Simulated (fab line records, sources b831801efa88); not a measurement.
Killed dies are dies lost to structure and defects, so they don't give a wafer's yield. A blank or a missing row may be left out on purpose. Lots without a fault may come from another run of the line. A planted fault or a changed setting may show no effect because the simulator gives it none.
Which tool did it? | flow sky130 | 24 lots, 72 wafers sampled, at 6 steps of a route of 708

WHAT THE GAUGES READ, wafer by wafer
SKY_CAP2M_OVL_MEAS_12.
lot  | measured     | on         | CAP2M_OVL (nm)
L074 | day 40 11:34 | overlay-02 | -0.6 0.1 -0.2
L075 | day 41 04:46 | overlay-02 | -1.9 0.4 0.5
L076 | day 41 10:01 | overlay-02 | -0.6 -1.9 -1.4
L077 | day 41 12:52 | overlay-02 | -0.4 -1.7 -0.6
L078 | day 42 11:06 | overlay-01 | -1.0 -0.5 0.7
L079 | day 41 22:31 | overlay-02 | -2.3 -1.9 -1.5
L080 | day 42 22:07 | overlay-01 | -2.3 -0.7 -0.4
L081 | day 42 23:48 | overlay-01 | -1.4 -2.5 -0.7
L082 | day 43 13:34 | overlay-02 | -1.4 0.3 -1.7
L083 | day 43 18:44 | overlay-01 | 0.8 3.2 1.8
L084 | day 44 05:19 | overlay-01 | -1.2 -1.0 1.0
L085 | day 44 08:43 | overlay-01 | -2.7 -0.7 -0.6
L086 | day 44 10:37 | overlay-02 | 0.4 -0.4 1.3
L087 | day 44 16:58 | overlay-02 | -0.7 -0.7 -2.0
L088 | day 44 21:49 | overlay-01 | 0.1 -1.4 -0.3
L089 | day 44 17:37 | overlay-02 | -2.3 -0.6 -0.7
L090 | day 45 09:00 | overlay-02 | -0.4 -1.6 -0.8
L091 | day 45 13:49 | overlay-02 | -1.6 -1.9 -0.5
L092 | day 45 17:21 | overlay-02 | -0.7 0.3 -1.1
L093 | day 45 19:46 | overlay-02 | -1.0 -1.3 -0.4
L094 | day 45 23:10 | overlay-01 | -1.1 -0.4 1.4
L095 | day 46 04:52 | overlay-02 | 0.3 -0.6 -2.6
L096 | day 46 11:37 | overlay-02 | -3.9 -2.0 0.3
L097 | day 47 04:46 | overlay-02 | 0.1 1.2 -0.7

SKY_PAD_OPEN_BOW_MEAS_13.
lot  | measured     | on            | PAD_OPEN_BOW (um)
L074 | day 45 13:30 | film_metro-01 | 62 62 51
L075 | day 46 00:22 | film_metro-03 | 36 40 39
L076 | day 46 07:44 | film_metro-01 | 45 43 55
L077 | day 46 10:56 | film_metro-03 | 38 42 37
L078 | day 47 07:55 | film_metro-03 | 68 55 47
L079 | day 46 19:23 | film_metro-02 | 63 68 52
L080 | day 47 14:56 | film_metro-03 | 41 40 41
L081 | day 47 16:31 | film_metro-02 | 36 43 42
L082 | day 48 03:36 | film_metro-03 | 43 46 41
L083 | day 48 11:20 | film_metro-01 | 26 48 32
L084 | day 48 18:04 | film_metro-02 | 48 61 50
L085 | day 48 21:25 | film_metro-03 | 55 40 49
L086 | day 49 01:08 | film_metro-02 | 48 36 44
L087 | day 49 04:44 | film_metro-02 | 53 52 57
L088 | day 49 08:46 | film_metro-02 | 53 50 56
L089 | day 49 05:30 | film_metro-02 | 46 58 39
L090 | day 49 17:34 | film_metro-01 | 53 39 41
L091 | day 49 22:28 | film_metro-03 | 34 33 47
L092 | day 49 23:53 | film_metro-01 | 51 49 42
L093 | day 50 01:59 | film_metro-01 | 38 42 43
L094 | day 50 02:47 | film_metro-01 | 54 51 52
L095 | day 50 08:55 | film_metro-03 | 37 45 45
L096 | day 50 15:37 | film_metro-01 | 58 55 45
L097 | day 51 02:07 | film_metro-02 | 36 45 51

WHICH TOOL RAN EACH LOT (tool, then ch and the chambers of the sampled wafers, then the start)
lot  | SKY_FIELD_ISO_ETCH_14             | SKY_FIELD_ISO_ETCH_15             | SKY_POLY_GATE_ETCH_15              | SKY_METAL4_ETCH_17
L074 | rie_diel-02 ch 0,1,2, day 2 04:25 | rie_diel-02 ch 0,1,2, day 2 04:27 | rie_diel-03 ch 0,1,3, day 16 05:43 | rie_diel-01 ch 0,1, day 41 12:32
L075 | rie_diel-04 ch 0,2,3, day 2 11:55 | rie_diel-04 ch 0,2,3, day 2 11:57 | rie_diel-01 ch 0,1,3, day 16 20:16 | rie_diel-02 ch 1,2,3, day 42 04:17
L076 | rie_diel-04 ch 0,1,3, day 2 18:23 | rie_diel-04 ch 0,1,3, day 2 18:25 | rie_diel-03 ch 0,2,3, day 17 05:13 | rie_diel-02 ch 2,3, day 42 10:43
L077 | rie_diel-04 ch 0,2,3, day 2 23:16 | rie_diel-04 ch 0,2,3, day 2 23:18 | rie_diel-01 ch 2,3, day 17 15:04   | rie_diel-01 ch 0,2,3, day 42 12:05
L078 | rie_diel-04 ch 0,1,3, day 3 07:17 | rie_diel-04 ch 0,1,3, day 3 07:20 | rie_diel-04 ch 0,1,3, day 18 18:52 | rie_diel-01 ch 0,1,3, day 43 11:31
L079 | rie_diel-03 ch 0,2,3, day 3 07:38 | rie_diel-03 ch 0,2,3, day 3 07:41 | rie_diel-01 ch 0,1,2, day 18 05:46 | rie_diel-03 ch 0,1,3, day 42 21:46
L080 | rie_diel-02 ch 0,1, day 3 13:41   | rie_diel-02 ch 0,1, day 3 13:43   | rie_diel-04 ch 0,2,3, day 19 12:43 | rie_diel-01 ch 0,1, day 43 21:53
L081 | rie_diel-04 ch 0,1,2, day 3 17:35 | rie_diel-04 ch 0,1,2, day 3 17:38 | rie_diel-03 ch 2,3, day 19 17:01   | rie_diel-03 ch 1,2, day 43 23:47
L082 | rie_diel-03 ch 0,1,3, day 3 22:17 | rie_diel-03 ch 0,1,3, day 3 22:20 | rie_diel-03 ch 0,3, day 20 07:46   | rie_diel-03 ch 1,2,3, day 44 12:45
L083 | rie_diel-02 ch 1,3, day 4 04:19   | rie_diel-02 ch 1,3, day 4 04:21   | rie_diel-01 ch 0,2, day 20 12:07   | rie_diel-03 ch 0,2,3, day 44 17:49
L084 | rie_diel-02 ch 0,2, day 4 12:23   | rie_diel-02 ch 0,2, day 4 12:25   | rie_diel-03 ch 0,1,3, day 21 05:22 | rie_diel-03 ch 0,1,3, day 45 03:55
L085 | rie_diel-04 ch 0,2,3, day 4 18:07 | rie_diel-04 ch 0,2,3, day 4 18:09 | rie_diel-01 ch 2,3, day 21 08:19   | rie_diel-02 ch 0,1, day 45 07:39
L086 | rie_diel-02 ch 1,2, day 4 18:28   | rie_diel-02 ch 1,2, day 4 18:30   | rie_diel-03 ch 1,2, day 21 09:55   | rie_diel-02 ch 1,3, day 45 08:52
L087 | rie_diel-04 ch 1,3, day 5 02:53   | rie_diel-04 ch 1,3, day 5 02:55   | rie_diel-04 ch 0,1, day 21 14:53   | rie_diel-02 ch 0,1,2, day 45 15:44
L088 | rie_diel-04 ch 0,1, day 5 07:20   | rie_diel-04 ch 0,1, day 5 07:23   | rie_diel-03 ch 1,3, day 22 01:22   | rie_diel-02 ch 0,2,3, day 45 18:56
L089 | rie_diel-02 ch 0,1, day 5 08:17   | rie_diel-02 ch 0,1, day 5 08:20   | rie_diel-01 ch 2,3, day 21 21:34   | rie_diel-01 ch 0,2,3, day 45 15:49
L090 | rie_diel-04 ch 1,2,3, day 5 17:29 | rie_diel-04 ch 1,2,3, day 5 17:32 | rie_diel-03 ch 0,2,3, day 22 16:43 | rie_diel-03 ch 0,1,3, day 46 06:56
L091 | rie_diel-03 ch 1,2,3, day 5 22:50 | rie_diel-03 ch 1,2,3, day 5 22:52 | rie_diel-04 ch 0,1,3, day 22 20:16 | rie_diel-03 ch 0,1,3, day 46 12:12
L092 | rie_diel-02 ch 0,1, day 6 02:22   | rie_diel-02 ch 0,1, day 6 02:24   | rie_diel-03 ch 1,3, day 23 03:04   | rie_diel-01 ch 0,2, day 46 14:43
L093 | rie_diel-04 ch 1,2, day 6 07:25   | rie_diel-04 ch 1,2, day 6 07:27   | rie_diel-03 ch 0,2,3, day 23 10:28 | rie_diel-03 ch 0,1,2, day 46 17:48
L094 | rie_diel-02 ch 1,2, day 6 13:53   | rie_diel-02 ch 1,2, day 6 13:56   | rie_diel-04 ch 0,3, day 23 19:10   | rie_diel-02 ch 2,3, day 46 19:23
L095 | rie_diel-03 ch 0,1,3, day 6 18:41 | rie_diel-03 ch 0,1,3, day 6 18:43 | rie_diel-01 ch 0,1,3, day 23 23:04 | rie_diel-01 ch 0,2,3, day 47 02:21
L096 | rie_diel-03 ch 1,2,3, day 6 23:26 | rie_diel-03 ch 1,2,3, day 6 23:29 | rie_diel-03 ch 1,2,3, day 24 07:37 | rie_diel-02 ch 0,2,3, day 47 08:28
L097 | rie_diel-02 ch 1,3, day 7 05:17   | rie_diel-02 ch 1,3, day 7 05:20   | rie_diel-04 ch 1,3, day 25 04:16   | rie_diel-03 ch 0,1,2, day 48 00:52
- SKY_FIELD_ISO_ETCH_14: etches BARC in N2/H2, stops on SiO2, time 45.9 s, target depth 60 nm.
- SKY_FIELD_ISO_ETCH_15: etches the open film in CHF3/O2, stops on Si, target depth 180 nm, time 72 s.
- SKY_POLY_GATE_ETCH_15: etches BARC in N2/H2, stops on SiO2, time 118.5 s, target depth 110 nm.
- SKY_METAL4_ETCH_17: etches SiO2 in C4F8/O2/Ar, stops on TiN, time 3.9 s, target depth 15 nm.

WHAT THE TOOLS THEMSELVES READ (means of the sampled wafers that have a number; where no wafer has one, the mark that the record gives instead)
SKY_FIELD_ISO_ETCH_14.
lot  | tool        | drypump_motor_current_A (A) | oes_product_au (a.u.) | throttle_valve_pct (%)
L074 | rie_diel-02 | 6.0                         | 0.855                 | 13.221
L075 | rie_diel-04 | 6.2                         | 0.855                 | 13.217
L076 | rie_diel-04 | 5.9                         | 0.855                 | 13.219
L077 | rie_diel-04 | 6.2                         | 0.853                 | 13.214
L078 | rie_diel-04 | 5.9                         | 0.858                 | 13.224
L079 | rie_diel-03 | 6.2                         | 0.853                 | 13.226
L080 | rie_diel-02 | 5.8                         | 0.854                 | 13.229
L081 | rie_diel-04 | 5.8                         | 0.857                 | 13.227
L082 | rie_diel-03 | 6.1                         | 0.854                 | 13.221
L083 | rie_diel-02 | 6.2                         | 0.850                 | 13.221
L084 | rie_diel-02 | 6.1                         | 0.852                 | 13.218
L085 | rie_diel-04 | 6.2                         | 0.855                 | 13.232
L086 | rie_diel-02 | 6.2                         | 0.856                 | 13.229
L087 | rie_diel-04 | 6.2                         | 0.853                 | 13.234
L088 | rie_diel-04 | 5.6                         | 0.857                 | 13.230
L089 | rie_diel-02 | 5.9                         | 0.858                 | 13.226
L090 | rie_diel-04 | 6.2                         | 0.859                 | 13.227
L091 | rie_diel-03 | 6.3                         | 0.854                 | 13.221
L092 | rie_diel-02 | 5.8                         | 0.855                 | 13.220
L093 | rie_diel-04 | 6.1                         | 0.855                 | 13.220
L094 | rie_diel-02 | 6.2                         | 0.856                 | 13.224
L095 | rie_diel-03 | 6.1                         | 0.860                 | 13.229
L096 | rie_diel-03 | 6.3                         | 0.857                 | 13.226
L097 | rie_diel-02 | 6.2                         | 0.857                 | 13.223

SKY_FIELD_ISO_ETCH_15.
lot  | tool        | drypump_motor_current_A (A) | oes_product_au (a.u.) | throttle_valve_pct (%)
L074 | rie_diel-02 | 6.0                         | 0.944                 | 8.843
L075 | rie_diel-04 | 6.2                         | 0.942                 | 8.851
L076 | rie_diel-04 | 5.9                         | 0.946                 | 8.847
L077 | rie_diel-04 | 6.1                         | 0.941                 | 8.834
L078 | rie_diel-04 | 5.9                         | 0.946                 | 8.844
L079 | rie_diel-03 | 6.1                         | 0.949                 | 8.849
L080 | rie_diel-02 | 5.7                         | 0.953                 | 8.845
L081 | rie_diel-04 | 5.8                         | 0.949                 | 8.848
L082 | rie_diel-03 | 6.1                         | 0.943                 | 8.845
L083 | rie_diel-02 | 6.2                         | 0.935                 | 8.844
L084 | rie_diel-02 | 6.1                         | 0.945                 | 8.843
L085 | rie_diel-04 | 6.1                         | 0.950                 | 8.838
L086 | rie_diel-02 | 6.2                         | 0.948                 | 8.849
L087 | rie_diel-04 | 6.2                         | 0.931                 | 8.836
L088 | rie_diel-04 | 5.6                         | 0.947                 | 8.843
L089 | rie_diel-02 | 5.9                         | 0.941                 | 8.848
L090 | rie_diel-04 | 6.1                         | 0.944                 | 8.852
L091 | rie_diel-03 | 6.3                         | 0.939                 | 8.841
L092 | rie_diel-02 | 5.8                         | 0.935                 | 8.843
L093 | rie_diel-04 | 6.1                         | 0.939                 | 8.841
L094 | rie_diel-02 | 6.1                         | 0.951                 | 8.842
L095 | rie_diel-03 | 6.1                         | 0.939                 | 8.848
L096 | rie_diel-03 | 6.3                         | 0.940                 | 8.836
L097 | rie_diel-02 | 6.2                         | 0.936                 | 8.845

SKY_POLY_GATE_ETCH_15.
lot  | tool        | drypump_motor_current_A (A) | oes_product_au (a.u.) | throttle_valve_pct (%)
L074 | rie_diel-03 | 6.1                         | 0.720                 | 13.218
L075 | rie_diel-01 | 5.8                         | 0.717                 | 13.216
L076 | rie_diel-03 | 6.2                         | 0.712                 | 13.211
L077 | rie_diel-01 | 6.3                         | 0.718                 | 13.219
L078 | rie_diel-04 | 5.9                         | 0.720                 | 13.213
L079 | rie_diel-01 | 5.4                         | 0.722                 | 13.213
L080 | rie_diel-04 | 6.2                         | 0.714                 | 13.207
L081 | rie_diel-03 | 6.3                         | 0.717                 | 13.214
L082 | rie_diel-03 | 6.2                         | 0.720                 | 13.212
L083 | rie_diel-01 | 5.5                         | 0.719                 | 13.205
L084 | rie_diel-03 | 6.1                         | 0.713                 | 13.213
L085 | rie_diel-01 | 6.3                         | 0.714                 | 13.209
L086 | rie_diel-03 | 6.3                         | 0.712                 | 13.207
L087 | rie_diel-04 | 5.6                         | 0.713                 | 13.210
L088 | rie_diel-03 | 6.3                         | 0.715                 | 13.217
L089 | rie_diel-01 | 6.0                         | 0.718                 | 13.215
L090 | rie_diel-03 | 6.1                         | 0.719                 | 13.212
L091 | rie_diel-04 | 5.9                         | 0.718                 | 13.223
L092 | rie_diel-03 | 6.3                         | 0.720                 | 13.212
L093 | rie_diel-03 | 6.1                         | 0.718                 | 13.215
L094 | rie_diel-04 | 5.9                         | 0.715                 | 13.215
L095 | rie_diel-01 | 5.8                         | 0.711                 | 13.216
L096 | rie_diel-03 | 6.3                         | 0.722                 | 13.219
L097 | rie_diel-04 | 5.9                         | 0.717                 | 13.206

SKY_METAL4_ETCH_17.
lot  | tool        | oes_product_au (a.u.)
L074 | rie_diel-01 | 0.749
L075 | rie_diel-02 | 0.755
L076 | rie_diel-02 | 0.755
L077 | rie_diel-01 | 0.753
L078 | rie_diel-01 | 0.755
L079 | rie_diel-03 | 0.753
L080 | rie_diel-01 | 0.753
L081 | rie_diel-03 | 0.756
L082 | rie_diel-03 | 0.754
L083 | rie_diel-03 | 0.756
L084 | rie_diel-03 | 0.753
L085 | rie_diel-02 | 0.759
L086 | rie_diel-02 | 0.755
L087 | rie_diel-02 | 0.756
L088 | rie_diel-02 | 0.738
L089 | rie_diel-01 | 0.752
L090 | rie_diel-03 | 0.752
L091 | rie_diel-03 | 0.763
L092 | rie_diel-01 | 0.749
L093 | rie_diel-03 | 0.749
L094 | rie_diel-02 | 0.757
L095 | rie_diel-01 | 0.749
L096 | rie_diel-02 | 0.753
L097 | rie_diel-03 | 0.763

THE ANSWER, worked out from the rows above alone
Rule: what is usual is taken from the lots themselves. Put in order of their means at a reading, lots are off if they are a third of the lots or fewer, leave a main group of 4 or more, and stand apart from it by a gap of 3 or more times the standard deviation of the main group's means; of several such gaps the widest counts. A main group whose means are all the same, to the digits that the tables above print for the reading, isn't used. A lot without any number at a reading at which 4 lots or more have one is off too. The other lots that the step has rows for count as sound. The gauges are gone through in route order, then the tools' own readings, and for those a lot's mean is taken as printed above. The first step at which some lot is off is used, and at that step the reading that is off furthest; a lot without a number counts as furthest.
No lot is off at any reading shown: from this, nothing can be told.

WHAT THE SIMULATOR HAD PUT IN
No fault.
